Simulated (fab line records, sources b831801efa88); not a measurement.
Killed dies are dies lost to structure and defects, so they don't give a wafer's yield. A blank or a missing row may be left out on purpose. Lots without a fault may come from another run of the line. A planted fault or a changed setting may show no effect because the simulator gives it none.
fab line records | flow sky130
record lots=5 wafers=15 last_day=51
route steps=708 shown LI_CONTACT@370 LOCAL_INTERCONNECT@387 CONTACT@406 PAD_OPEN@708
lots that met no fault: from a run of the same line without faults
start_h: hours from the record's first day to the start of the lot's first wafer shown | wait_h: hours since the lot's step before | " the same as in the row above | L1.1+2: a row that stands for several wafers | - no value, or no start given | * or withheld: withheld | < > ~ a bound
route shown NAME@n: a module of which the file shows steps, and the number in the route of the first | usual: mean/standard deviation of fault-free wafers | same: alike in all rows | chamber/n: place in a boat | sites: the reading at each site | _std_site: their standard deviation | _edge_site: outer sites' mean less inner sites' | radius_mm: how far each site lies from the wafer's centre | mask NAME#n: copy n | behind: the tool/chamber that last shaped the wafer | hold: why the lot was held/for how many hours/how that ended | device: the transistor (n, p or np) that didn't switch | end of line: the same wafers' tests at the end of the route | a step without rows: its recipe alone | killed: dies lost to structure and defects at the first sort, not the wafer's yield | map: a wafer's dies, x killed, . not, _ none there
set.NAME: the setting as run; set.NAME@STEP: as run at that earlier step | model.NAME: the simulator's own value behind a step, which no gauge read
lots at some steps of the route; a table a step, a row a wafer
services: from which hour (start_h, from the record's first day; less than 0 if before it) a tool's chamber was out of use, for how many hours, and why
## steps
# step SKY_LI_CONTACT_SOFTBAKE_08
# recipe temp_c=100 time_s=90 resist=KrF-thick
# step SKY_LI_CONTACT_EXPOSE_09
# recipe mask_id=LICM1 na=0.8 source_shape=annular sigma_inner=0.55 sigma_outer=0.85 target_cd_nm=170 dose_mj=38
# step SKY_LI_CONTACT_PEB_10
# recipe peb_temp_c=withheld peb_time_s=withheld resist=KrF-thick
# step SKY_LI_CONTACT_DEVELOP_11
# recipe develop_time_s=60 resist=KrF-thick dev_temp_c=21
# step SKY_LI_CONTACT_CD_MEAS_12
# recipe target_cd_nm=170
# usual cd_nm=170.5/1.5
# columns lot.wafer tool chamber start_h wait_h cd_nm
L116.1 cd_sem-01 - 721.83 - 170.3
L116.2 " - " " 169.9
L116.6 " - " " 170.7
L121.2 cd_sem-02 - 759.87 - 170.8
L121.4 " - " " 169.6
L121.5 " - " " 169.2
L122.1 cd_sem-02 - 761.55 - 169.5
L122.3 " - " " 168.8
L122.5 " - " " 169.3
L130.1 cd_sem-01 - 826.20 - 170.3
L130.2 " - " " 171.1
L130.4 " - " " 167.9
L136.1 cd_sem-02 - 867.72 - 171.9
L136.2 " - " " 173.3
L136.3 " - " " 172.3
# step SKY_LI_CONTACT_OVL_MEAS_13
# usual LI_CONTACT_OVL=0/5.5
# columns lot.wafer tool chamber start_h wait_h LI_CONTACT_OVL[nm]
L116.1 overlay-01 - 721.95 0.1 8
L116.2 " - " " 8
L116.6 " - " " 7
L121.2 overlay-01 - 759.98 0.1 3
L121.4 " - " " -7
L121.5 " - " " -3
L122.1 overlay-01 - 761.67 0.1 -5
L122.3 " - " " 4
L122.5 " - " " 0
L130.1 overlay-02 - 826.32 0.1 1
L130.2 " - " " 1
L130.4 " - " " 4
L136.1 overlay-02 - 867.84 0.1 8
L136.2 " - " " 3
L136.3 " - " " 1
# step SKY_LI_CONTACT_ETCH_14
# recipe chemistry=N2/H2 target=BARC ion_energy_ev=200 source_w=500 bias_w=100 pressure_mtorr=30 n2_flow_sccm=100 h2_flow_sccm=200 stop_on=SiO2 time_s=45.9 target_depth_a=600
# step SKY_LI_CONTACT_ETCH_15
# recipe target=PSG chemistry=C4F8/O2/Ar stop_on=Si taper_deg=4.15 mask_material=KrF-thick source_w=1500 bias_w=1200 pressure_mtorr=40 c4f8_flow_sccm=withheld O2_flow_sccm=6 Ar_flow_sccm=300 time_s=withheld target_depth_a=6000
# step SKY_LI_CONTACT_STRIP_16
# recipe chemistry=O2/N2 power_w=1400 pressure_mtorr=1500 platen_temp_c=withheld o2_flow_sccm=3000 n2_flow_sccm=300 overash_fraction=0.5
# usual drypump_motor_current_A=5.8/0.43 oes_product_au=0.376/0.005 strip_time_to_endpoint_s=3.49/0.039
# columns lot.wafer tool chamber start_h wait_h drypump_motor_current_A oes_product_au rf_hours_counter_h strip_time_to_endpoint_s
L116.1 plasma_asher-04 1 722.11 - 5.7 0.378 29 3.53
L116.2 " 0 " " 6.2 0.381 29 3.52
L116.6 " 1 " " 5.7 0.373 - 3.44
L121.2 plasma_asher-01 1 760.14 - 5.7 0.368 2 3.41
L121.4 " 0 " " 5.0 0.374 - 3.49
L121.5 " 0 " " 5.0 0.363 - 3.41
L122.1 plasma_asher-01 1 761.84 - 5.7 0.380 2 3.50
L122.3 " 0 " " 5.0 0.378 - 3.51
L122.5 " 0 " " 5.0 0.374 - 3.48
L130.1 plasma_asher-01 0 826.48 - 5.0 0.367 9 3.47
L130.2 " 1 " " 5.7 0.377 9 3.46
L130.4 " 1 " " 5.7 0.372 - 3.55
L136.1 plasma_asher-04 0 868.00 - 6.2 0.377 43 3.46
L136.2 " 1 " " 5.6 0.380 43 3.51
L136.3 " 0 " " 6.2 0.367 - 3.45
# step SKY_LI_CONTACT_CLEAN_17
# recipe chemistry=NMP time_s=600 temp_c=60 dry=n2_spin
# step SKY_LI_CONTACT_PRE_CLEAN_18
# recipe gas=Ar time_s=5.6 bias_v=358
# step SKY_LI_CONTACT_SPUTTER_19
# recipe material=Ti target_thk_nm=20 chamber_pressure_pa=5 power_w=2500 substrate_temp_c=200 time_s=106.37
# usual substrate_temp_c=200.00/0.16 throttle_valve_pct=30.3/0.89
# columns lot.wafer tool chamber start_h wait_h substrate_temp_c throttle_valve_pct
L116.1 pvd_sputter-04 - 722.41 0.0 199.79 31.6
L116.2 " - " " 199.91 30.9
L116.6 " - " " 200.14 30.3
L121.2 pvd_sputter-03 - 760.43 0.0 200.03 30.5
L121.4 " - " " 200.08 32.0
L121.5 " - " " 199.94 28.6
L122.1 pvd_sputter-03 - 762.13 0.0 200.02 28.8
L122.3 " - " " 199.81 29.7
L122.5 " - " " 199.90 28.7
L130.1 pvd_sputter-04 - 826.79 0.0 200.31 31.5
L130.2 " - " " 199.95 30.1
L130.4 " - " " 200.05 31.0
L136.1 pvd_sputter-03 - 868.30 0.0 199.98 29.6
L136.2 " - " " 200.04 30.5
L136.3 " - " " 200.02 28.7
# step SKY_LI_CONTACT_SPUTTER_20
# recipe material=TiN target_thk_nm=20 chamber_pressure_pa=5 power_w=4000 time_s=80
# usual throttle_valve_pct=30.3/0.87
# columns lot.wafer tool chamber start_h wait_h throttle_valve_pct
L116.1 pvd_sputter-04 - 722.48 0.0 31.6
L116.2 " - " " 30.8
L116.6 " - " " 30.2
L121.2 pvd_sputter-03 - 760.51 0.0 30.4
L121.4 " - " " 31.6
L121.5 " - " " 28.7
L122.1 pvd_sputter-03 - 762.21 0.0 28.9
L122.3 " - " " 29.8
L122.5 " - " " 28.8
L130.1 pvd_sputter-04 - 826.87 0.0 31.4
L130.2 " - " " 29.9
L130.4 " - " " 30.9
L136.1 pvd_sputter-03 - 868.37 0.0 29.8
L136.2 " - " " 30.6
L136.3 " - " " 28.7
# step SKY_LI_CONTACT_CVD_21
# recipe material=W target_thk_nm=400 time_s=120.56 temp_c=400 pressure_torr=40
# usual heater_power_w=842/50
# columns lot.wafer tool chamber start_h wait_h heater_power_w
L116.1 cvd_w-01 1 722.54 0.0 836
L116.2 " 0 " " 855
L116.6 " 1 " " 817
L121.2 cvd_w-02 0 760.57 0.0 912
L121.4 " 1 " " 788
L121.5 " 1 " " 784
L122.1 cvd_w-01 0 762.27 0.0 844
L122.3 " 0 " " 876
L122.5 " 0 " " 868
L130.1 cvd_w-02 1 826.93 0.0 784
L130.2 " 0 " " 891
L130.4 " 0 " " 914
L136.1 cvd_w-02 1 868.43 0.0 798
L136.2 " 0 " " 898
L136.3 " 0 " " 936
# step SKY_LI_CONTACT_RS_MEAS_22
# recipe thk_meas_gauge=four-point-probe reads=W_of_LI_CONTACT_CVD_21+TiN_of_LI_CONTACT_SPUTTER_20+Ti_of_LI_CONTACT_SPUTTER_19
# usual LI_CONTACT_W_RS=0.2836/0.0029
# columns lot.wafer tool chamber start_h wait_h LI_CONTACT_W_RS[ohm/sq]
L116.1 film_metro-03 - 722.67 0.1 0.2835
L116.2 " - " " 0.2846
L116.6 " - " " 0.2839
L121.2 film_metro-04 - 760.71 0.1 0.2813
L121.4 " - " " 0.2845
L121.5 " - " " 0.2857
L122.1 film_metro-04 - 762.39 0.1 0.2777
L122.3 " - " " 0.2821
L122.5 " - " " 0.2787
L130.1 film_metro-02 - 827.05 0.1 0.2859
L130.2 " - " " 0.2815
L130.4 " - " " 0.2781
L136.1 film_metro-02 - 868.56 0.1 0.2813
L136.2 " - " " 0.2833
L136.3 " - " " 0.2827
# step SKY_LI_CONTACT_THK_MEAS_23
# recipe thk_meas_gauge=xrf reads=W_of_LI_CONTACT_CVD_21
# usual LI_CONTACT_W_THK=414/5.7
# columns lot.wafer tool chamber start_h wait_h LI_CONTACT_W_THK[nm]
L116.1 film_metro-03 - 722.79 0.1 413
L116.2 " - " " 410
L116.6 " - " " 409
L121.2 film_metro-04 - 760.82 0.1 419
L121.4 " - " " 415
L121.5 " - " " 411
L122.1 film_metro-04 - 762.51 0.1 423
L122.3 " - " " 420
L122.5 " - " " 427
L130.1 film_metro-02 - 827.17 0.1 407
L130.2 " - " " 414
L130.4 " - " " 418
L136.1 film_metro-02 - 868.68 0.1 417
L136.2 " - " " 415
L136.3 " - " " 415
# step SKY_LI_CONTACT_CMP_24
# recipe stop_on=PSG t_overpolish_s=20 down_force_psi=3.5 platen_rpm=60 target_thk_nm=0 pad_velocity_m_s=0.94248
# step SKY_LOCAL_INTERCONNECT_SPUTTER_00
# recipe material=TiN target_thk_nm=100 temp_c=300 power_w=6500 time_s=83.3 chamber_pressure_pa=0.4
# step SKY_LOCAL_INTERCONNECT_RS_MEAS_01
# recipe thk_meas_gauge=four-point-probe reads=TiN_of_LOCAL_INTERCONNECT_SPUTTER_00
# usual LOCAL_INTERCONNECT_TIN_RS=14.19/0.17
# columns lot.wafer tool chamber start_h wait_h LOCAL_INTERCONNECT_TIN_RS[ohm/sq]
L116.1 film_metro-03 - 723.21 0.0 13.92
L116.2 " - " " 14.14
L116.6 " - " " 13.89
L121.2 film_metro-03 - 761.26 0.1 14.25
L121.4 " - " " 14.24
L121.5 " - " " 14.24
L122.1 film_metro-03 - 762.94 0.0 14.22
L122.3 " - " " 14.17
L122.5 " - " " 14.33
L130.1 film_metro-03 - 827.78 0.0 14.24
L130.2 " - " " 14.43
L130.4 " - " " 14.41
L136.1 film_metro-03 - 869.16 0.0 14.51
L136.2 " - " " 14.24
L136.3 " - " " 14.23
# step SKY_LOCAL_INTERCONNECT_THK_MEAS_02
# recipe thk_meas_gauge=xrf reads=TiN_of_LOCAL_INTERCONNECT_SPUTTER_00
# usual LOCAL_INTERCONNECT_TIN_THK=100.1/1.2
# columns lot.wafer tool chamber start_h wait_h LOCAL_INTERCONNECT_TIN_THK[nm]
L116.1 film_metro-03 - 723.33 0.1 102.5
L116.2 " - " " 100.4
L116.6 " - " " 102.2
L121.2 film_metro-03 - 761.37 0.1 99.8
L121.4 " - " " 100.3
L121.5 " - " " 100.1
L122.1 film_metro-03 - 763.06 0.1 99.9
L122.3 " - " " 100.3
L122.5 " - " " 99.7
L130.1 film_metro-03 - 827.90 0.1 100.6
L130.2 " - " " 99.1
L130.4 " - " " 99.0
L136.1 film_metro-03 - 869.28 0.1 98.5
L136.2 " - " " 100.2
L136.3 " - " " 100.3
# step SKY_LOCAL_INTERCONNECT_DEHYDRATE_03
# recipe temp_c=200 time_s=60
# step SKY_LOCAL_INTERCONNECT_HMDS_04
# recipe prime_time_s=60 prime_temp_c=120
# step SKY_LOCAL_INTERCONNECT_COAT_05
# recipe resist=BARC temp_c=withheld time_s=withheld spin_rpm=3000 resist_thk_nm=60
# step SKY_LOCAL_INTERCONNECT_COAT_06
# recipe resist=KrF-thick spin_rpm=3000 resist_thk_nm=450
# step SKY_LOCAL_INTERCONNECT_SOFTBAKE_07
# recipe temp_c=100 time_s=90 resist=KrF-thick
# step SKY_LOCAL_INTERCONNECT_EXPOSE_08
# recipe mask_id=LI1M na=0.8 source_shape=annular sigma_inner=0.55 sigma_outer=0.85 target_cd_nm=170 dose_mj=28
# step SKY_LOCAL_INTERCONNECT_PEB_09
# recipe peb_temp_c=withheld peb_time_s=withheld resist=KrF-thick
# step SKY_LOCAL_INTERCONNECT_DEVELOP_10
# recipe develop_time_s=60 resist=KrF-thick dev_temp_c=21
# step SKY_LOCAL_INTERCONNECT_CD_MEAS_11
# recipe target_cd_nm=170
# usual cd_nm=169.7/1.5
# columns lot.wafer tool chamber start_h wait_h cd_nm
L116.1 cd_sem-02 - 751.95 - 170.9
L116.2 " - " " 171.5
L116.6 " - " " 172.0
L121.2 cd_sem-02 - 788.77 - 169.7
L121.4 " - " " 169.6
L121.5 " - " " 169.6
L122.1 cd_sem-02 - 790.05 - 170.5
L122.3 " - " " 170.4
L122.5 " - " " 171.6
L130.1 cd_sem-02 - 854.45 - 169.5
L130.2 " - " " 169.7
L130.4 " - " " 169.8
L136.1 cd_sem-01 - 895.65 - 173.3
L136.2 " - " " 172.6
L136.3 " - " " 172.2
# step SKY_LOCAL_INTERCONNECT_OVL_MEAS_12
# usual LOCAL_INTERCONNECT_OVL=0/6.3
# columns lot.wafer tool chamber start_h wait_h LOCAL_INTERCONNECT_OVL[nm]
L116.1 overlay-01 - 752.07 0.1 -4
L116.2 " - " " -3
L116.6 " - " " -9
L121.2 overlay-02 - 788.87 0.1 -5
L121.4 " - " " -9
L121.5 " - " " -8
L122.1 overlay-02 - 790.17 0.1 2
L122.3 " - " " 4
L122.5 " - " " 4
L130.1 overlay-02 - 854.57 0.1 3
L130.2 " - " " 0
L130.4 " - " " 1
L136.1 overlay-02 - 895.77 0.1 -1
L136.2 " - " " -1
L136.3 " - " " 1
# step SKY_LOCAL_INTERCONNECT_ETCH_13
# recipe chemistry=N2/H2 target=BARC ion_energy_ev=200 bias_w=100 pressure_mtorr=30 n2_flow_sccm=100 h2_flow_sccm=200 icp_w=507.2 stop_on=SiO2 time_s=45.9 target_depth_a=600
# step SKY_LOCAL_INTERCONNECT_METAL_ETCH_14
# recipe target_depth_nm=110 stop_on=PSG chemistry=Cl2/BCl3 target=TiN resist_sidewall_deg=88 pressure_mtorr=10 icp_w=900 bias_w=48.5 Cl2_flow_sccm=60 bcl3_flow_sccm=30 time_s=31.4
# step SKY_LOCAL_INTERCONNECT_STRIP_15
# recipe chemistry=O2/N2 power_w=1400 pressure_mtorr=1500 platen_temp_c=withheld o2_flow_sccm=3000 n2_flow_sccm=300 overash_fraction=0.5
# usual drypump_motor_current_A=5.7/0.38 oes_product_au=0.426/0.0043 strip_time_to_endpoint_s=4.710/0.017
# columns lot.wafer tool chamber start_h wait_h drypump_motor_current_A oes_product_au rf_hours_counter_h strip_time_to_endpoint_s
L116.1 plasma_asher-03 0 752.22 0.0 5.7 0.420 94 4.708
L116.2 " 1 " " 5.6 0.427 94 4.714
L116.6 " 1 " " 5.6 0.428 - 4.731
L121.2 plasma_asher-01 1 789.02 0.0 5.7 0.429 5 4.712
L121.4 " 0 " " 5.0 0.424 - 4.698
L121.5 " 1 " " 5.7 0.423 - 4.734
L122.1 plasma_asher-03 0 790.32 0.0 5.7 0.427 98 4.739
L122.3 " 0 " " 5.7 0.429 - 4.688
L122.5 " 0 " " 5.7 0.425 - 4.722
L130.1 plasma_asher-01 1 854.83 0.1 5.7 0.427 12 4.710
L130.2 " 0 " " 5.0 0.428 12 4.681
L130.4 " 1 " " 5.7 0.428 - 4.700
L136.1 plasma_asher-02 0 895.92 0.0 5.7 0.421 71 4.724
L136.2 " 1 " " 6.3 0.428 71 4.730
L136.3 " 1 " " 6.4 0.430 - 4.732
# step SKY_LOCAL_INTERCONNECT_STRIP_16
# recipe chemistry=post_etch_residue_remover time_s=1200 temp_c=72.5
# step SKY_LOCAL_INTERCONNECT_CLEAN_17
# recipe chemistry=IPA time_s=180 temp_c=25
# step SKY_LOCAL_INTERCONNECT_CLEAN_18
# recipe chemistry=O3/DIW dry=n2_spin
# step SKY_CONTACT_CVD_00
# recipe material=Si3N4 target_thk_nm=75 temp_c=400 time_s=withheld rf_w=450
# step SKY_CONTACT_THK_MEAS_01
# recipe reads=Si3N4_of_CONTACT_CVD_00
# usual CONTACT_CVD_00_THK=75.1/0.89
# columns lot.wafer tool chamber start_h wait_h CONTACT_CVD_00_THK[nm]
L116.1 film_metro-02 - 752.86 - 73.2
L116.2 " - " " 74.0
L116.6 " - " " 75.3
L121.2 film_metro-02 - 789.99 - 74.5
L121.4 " - " " 76.1
L121.5 " - " " 74.8
L122.1 film_metro-03 - 790.94 - 75.1
L122.3 " - " " 75.4
L122.5 " - " " 76.6
L130.1 film_metro-01 - 855.49 - 74.5
L130.2 " - " " 74.3
L130.4 " - " " 75.1
L136.1 film_metro-01 - 896.55 - 74.4
L136.2 " - " " 74.5
L136.3 " - " " 73.8
# step SKY_CONTACT_HDPCVD_02
# recipe material=SiO2 target_thk_nm=565 sigma_open_frac=0.3 time_s=94.2 temp_c=600 sih4_flow_sccm=60 pressure_mtorr=6
# step SKY_CONTACT_THK_MEAS_03
# recipe reads=SiO2_of_CONTACT_HDPCVD_02
# usual CONTACT_HDPCVD_THK=565/7
# columns lot.wafer tool chamber start_h wait_h CONTACT_HDPCVD_THK[nm]
L116.1 film_metro-01 - 752.99 0.0 554
L116.2 " - " " 554
L116.6 " - " " 561
L121.2 film_metro-01 - 790.12 0.0 573
L121.4 " - " " 568
L121.5 " - " " 574
L122.1 film_metro-01 - 791.07 0.0 566
L122.3 " - " " 568
L122.5 " - " " 562
L130.1 film_metro-01 - 855.62 0.0 561
L130.2 " - " " 573
L130.4 " - " " 579
L136.1 film_metro-01 - 896.68 0.0 567
L136.2 " - " " 562
L136.3 " - " " 569
# step SKY_CONTACT_CMP_04
# recipe material=SiO2 down_force_psi=4 platen_rpm=60 pad_velocity_m_s=0.94248
# usual motor_current_A=12.6/1.3 time_to_endpoint_s=83/5
# columns lot.wafer tool chamber start_h wait_h motor_current_A time_to_endpoint_s
L116.1 cmp-01 2 753.05 0.1 11.0 80
L116.2 " 0 " " 14.2 83
L116.6 " 3 " " 11.3 78
L121.4 cmp-02 0 790.17 0.0 13.1 91
L121.2 " 3 " " 11.0 90
L121.5 " 1 " " 13.3 88
L122.3 cmp-02 1 791.13 0.0 12.8 85
L122.1 " 0 " " 13.2 89
L122.5 " 1 " " 13.6 84
L130.2 cmp-02 1 855.73 0.1 13.3 90
L130.4 " 2 " " 12.5 90
L130.1 " 3 " " 10.8 85
L136.2 cmp-02 1 896.79 0.1 13.2 81
L136.3 " 2 " " 12.0 79
L136.1 " 3 " " 11.3 83
# step SKY_CONTACT_BOW_MEAS_05
# recipe mode=bow
# usual CONTACT_BOW=83/6.6
# columns lot.wafer tool chamber start_h wait_h CONTACT_BOW[um]
L116.1 film_metro-03 - 753.35 0.2 98
L116.2 " - " " 84
L116.6 " - " " 76
L121.2 film_metro-02 - 790.49 0.1 80
L121.4 " - " " 82
L121.5 " - " " 73
L122.1 film_metro-01 - 791.43 0.1 81
L122.3 " - " " 89
L122.5 " - " " 87
L130.1 film_metro-01 - 855.98 0.1 81
L130.2 " - " " 85
L130.4 " - " " 86
L136.1 film_metro-01 - 897.04 0.1 83
L136.2 " - " " 81
L136.3 " - " " 85
# step SKY_PAD_OPEN_PROBE_99
# usual killed_at_M0_to_M3=43/7.5 killed_at_M4_up=3.2/1.9 killed_at_contacts=24/5.6 killed_at_front_end=15/4.8 killed_at_other=0.2/0.54 killed_dies=86/11 killed_open=47/7.6 killed_short=39/7.1
# same gross_dies=492 killed_at_back_side=0
# columns lot.wafer tool chamber start_h wait_h killed_at_M0_to_M3 killed_at_M4_up killed_at_contacts killed_at_front_end killed_at_other killed_dies killed_open killed_short model.etest.res_poly.line_ohm_um model.etest.res_poly.width_nm
L116.1 prober-02 - 1118.55 0.1 46 2 33 13 0 94 55 39 518.2 92.7
L116.2 prober-02 - 1118.60 0.1 47 5 19 14 0 85 46 39 507.2 96
L116.6 prober-02 - 1118.80 0.2 39 6 31 17 1 94 54 40 504.4 95.8
L121.2 prober-02 - 1146.35 0.1 45 4 22 12 0 83 49 34 536.7 90.36
L121.4 prober-02 - 1146.45 0.2 41 3 28 8 0 80 57 23 541.8 88.92
L121.5 prober-02 - 1146.50 0.2 40 0 26 11 0 77 50 27 528.8 91.64
L122.1 prober-01 - 1150.65 0.1 45 3 20 20 0 88 51 37 502.1 96.39
L122.3 prober-01 - 1150.75 0.2 55 7 26 12 0 100 57 43 526.1 91.48
L122.5 prober-01 - 1150.85 0.2 40 2 30 8 0 80 36 44 536.9 91.14
L130.1 prober-01 - 1190.81 0.1 52 5 28 6 0 91 49 42 548.6 88.44
L130.2 prober-01 - 1190.86 0.1 51 9 23 18 0 101 55 46 567.2 86.61
L130.4 prober-01 - 1190.96 0.2 39 3 68 9 0 119 38 33 568.1 86.35
L136.1 prober-01 - 1219.38 0.1 42 6 20 12 0 80 49 31 521.8 93.84
L136.2 prober-01 - 1219.43 0.1 32 4 15 8 0 59 37 22 520.7 93.1
L136.3 prober-01 - 1219.48 0.2 39 1 19 13 0 72 40 32 526.4 93.06
# killed by level:class
L116.1 CONTACT:geometric_particle:open=15 VIA1:geometric_particle:open=10 VIA2:geometric_particle:open=8 LI_CONTACT:geometric_particle:open=7 CONTACT:geometric_particle:short=7 METAL2:geometric_particle:short=6 METAL1:geometric_particle:short=6 FIELD_ISO:geometric_particle:short=4
L116.2 VIA2:geometric_particle:open=10 CONTACT:geometric_particle:open=8 VIA1:geometric_particle:open=8 VIA1:geometric_particle:short=7 FIELD_ISO:geometric_particle:open=5 METAL2:geometric_particle:short=5 METAL3:geometric_particle:short=5 VIA3:geometric_particle:open=4
L116.6 LI_CONTACT:geometric_particle:open=11 VIA1:geometric_particle:open=9 CONTACT:geometric_particle:open=9 VIA3:geometric_particle:open=7 METAL4:geometric_particle:short=6 FIELD_ISO:geometric_particle:open=4 VIA2:geometric_particle:open=4 CONTACT:geometric_particle:short=4
L121.2 CONTACT:geometric_particle:open=9 LI_CONTACT:geometric_particle:open=9 VIA3:geometric_particle:open=9 VIA1:geometric_particle:open=8 VIA1:geometric_particle:short=6 METAL2:geometric_particle:short=5 VIA2:geometric_particle:open=5 VIA2:geometric_particle:short=5
L121.4 VIA1:geometric_particle:open=19 LI_CONTACT:geometric_particle:open=11 CONTACT:geometric_particle:open=10 VIA3:geometric_particle:open=8 LOCAL_INTERCONNECT:geometric_particle:short=4 VIA1:geometric_particle:short=4 METAL2:geometric_particle:short=3 FIELD_ISO:geometric_particle:short=2
L121.5 VIA1:geometric_particle:open=14 CONTACT:geometric_particle:open=11 VIA2:geometric_particle:open=8 LI_CONTACT:geometric_particle:open=7 CONTACT:geometric_particle:short=5 FIELD_ISO:geometric_particle:short=4 VIA1:geometric_particle:short=4 VIA3:geometric_particle:open=4
L122.1 VIA1:geometric_particle:open=11 METAL2:geometric_particle:short=11 LI_CONTACT:geometric_particle:open=8 FIELD_ISO:geometric_particle:open=7 VIA2:geometric_particle:open=7 CONTACT:geometric_particle:open=6 POLY_GATE:geometric_particle:open=4 VIA3:geometric_particle:open=4
L122.3 VIA1:geometric_particle:open=16 CONTACT:geometric_particle:open=10 VIA2:geometric_particle:open=10 VIA3:geometric_particle:open=8 VIA1:geometric_particle:short=6 METAL1:geometric_particle:short=6 METAL3:geometric_particle:short=6 POLY_GATE:geometric_particle:open=5
L122.5 CONTACT:geometric_particle:open=11 CONTACT:geometric_particle:short=8 VIA2:geometric_particle:open=8 METAL2:geometric_particle:short=7 VIA1:geometric_particle:short=7 LI_CONTACT:geometric_particle:open=5 METAL1:geometric_particle:short=5 VIA1:geometric_particle:open=5
L130.1 VIA1:geometric_particle:open=15 CONTACT:geometric_particle:open=11 VIA2:geometric_particle:open=9 METAL1:geometric_particle:short=7 VIA1:geometric_particle:short=7 CONTACT:geometric_particle:short=5 LI_CONTACT:geometric_particle:short=4 LI_CONTACT:geometric_particle:open=4
L130.2 VIA1:geometric_particle:open=12 VIA3:geometric_particle:open=9 CONTACT:geometric_particle:open=8 VIA1:geometric_particle:short=7 METAL4:geometric_particle:short=6 METAL1:geometric_particle:short=5 POLY_GATE:geometric_particle:open=5 POLY_GATE:geometric_particle:short=4
L130.4 LI_CONTACT:unspecified=48 LI_CONTACT:geometric_particle:open=7 CONTACT:geometric_particle:open=7 VIA1:geometric_particle:open=7 METAL2:geometric_particle:short=7 METAL1:geometric_particle:short=6 FIELD_ISO:geometric_particle:short=5 VIA1:geometric_particle:short=5
L136.1 VIA1:geometric_particle:open=11 FIELD_ISO:geometric_particle:open=6 VIA2:geometric_particle:open=6 LI_CONTACT:geometric_particle:open=6 LOCAL_INTERCONNECT:geometric_particle:short=5 CONTACT:geometric_particle:open=5 METAL2:geometric_particle:short=4 METAL4:geometric_particle:short=4
L136.2 VIA1:geometric_particle:open=11 LI_CONTACT:geometric_particle:open=7 VIA2:geometric_particle:open=5 VIA3:geometric_particle:open=5 FIELD_ISO:geometric_particle:short=3 FIELD_ISO:geometric_particle:open=3 LOCAL_INTERCONNECT:geometric_particle:short=3 CONTACT:geometric_particle:open=3
L136.3 VIA1:geometric_particle:open=11 CONTACT:geometric_particle:open=7 METAL1:geometric_particle:short=5 VIA2:geometric_particle:open=5 METAL2:geometric_particle:short=5 POLY_GATE:geometric_particle:short=4 LI_CONTACT:geometric_particle:open=4 POLY_GATE:geometric_particle:open=3
# map L130.4 (x killed, . not)
__________xxxxxx...._________
________.xxxxxxx..x.x._______
______....xxxxxxxxx....x_____
_____.....xxxxxxxxx..xx..____
____.x...xxxxxxxxx..x.....___
___.......x.xxxxx.....x....__
__....x...xxx..x...xxxx...x._
_x.......xx...x.....x.....x..
_...x...........x...x....xx..
_..........xx...xx.x...x.....
_....x......x.....xx......x..
_....x.................x.....
_x.....x.xx.....x......x.....
_..........x...xx.......x..x.
_...xx......x.......xx...x...
__.......x............x....._
___.....x.......x...xx...x.__
____.....x...x.....x......___
_____..x.................____
______....x......xx....._____
________.............._______
__________.........._________
# map L116.1 (x killed, . not)
__________......xxx._________
________.x..x..x...x.._______
______.................._____
_____..xx.....x.xx.x.xxxx____
____..xx.............x....___
___.......x....x.x.......xx__
__.......x....x....x........_
_.x.x............x...x.x.....
_.x....x.......xx.xx.....xx.x
_......x...x.x..x............
_...x.....x....x......x......
_..x....xxx......x..x..xxxx..
_....x..xx...................
_.....x..x...................
_x..x..x...x.x......x...x..x.
__.........x..x.xx.x.......x_
___............x.....x..x.x__
____.....xx.x.............___
_____..x.......x.x......x____
______x.......x........._____
________......x......._______
__________.........x_________
## services
# columns tool chamber start_h hours kind
cvd_w-01 - 698.12 0.8 repair
plasma_asher-01 - 708.97 1.2 repair
plasma_asher-02 - 709.48 14.6 pm
plasma_asher-01 - 733.75 9.0 pm
plasma_asher-01 0 733.75 9.0 vent_cycle
plasma_asher-01 1 733.75 9.0 vent_cycle
plasma_asher-02 - 737.52 0.7 repair
cmp-02 - 743.89 0.7 repair
cmp-01 - 744.28 4.0 pm
plasma_asher-04 - 749.94 14.6 pm
cmp-02 - 759.26 1.0 repair
cvd_w-01 - 771.43 28.1 pm
cmp-02 - 792.21 2.7 pm
cvd_w-01 - 799.53 6.0 pm
plasma_asher-02 - 802.50 4.5 repair
cmp-01 - 824.00 2.6 repair
plasma_asher-03 - 825.60 2.8 pm
cmp-02 - 847.37 3.4 repair
pvd_sputter-03 - 853.55 1.8 repair
cmp-02 - 868.86 7.6 pm
cmp-01 - 870.98 2.0 repair
plasma_asher-02 - 882.30 0.4 repair
plasma_asher-03 - 890.21 1.0 repair
plasma_asher-01 - 894.47 7.6 repair
## key
first_sign step=SKY_PAD_OPEN_PROBE_99 reading=killed_at_contacts direction=up sigmas=7.8 usual=24 struck=68
effect step=SKY_PAD_OPEN_PROBE_99 reading=killed_dies direction=up sigmas=3.1 usual=86 struck=119
model_effect step=SKY_PAD_OPEN_PROBE_99 value=etest.res_poly.line_ohm_um without=541 struck=568.1
met_at SKY_LI_CONTACT_SPUTTER_20
struck_wafers L130.4
tester_left_out L130
onset_between 722.48 826.87
fault kind=chamber_particle_source tool=pvd_sputter-04 chamber=- onset_h=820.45 steps=SKY_LI_CONTACT_SPUTTER_20 rate_per_visit_cm2=0.84366 end_h=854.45 scope=struck_wafers_only
# tester_left_out: of these lots the tester's yield and bins aren't shown, on N5 and GAA mostly nor the transistor test; their killed dies are dies lost to structure and defects alone, not to doping, threshold or leakage, so they don't give the yield
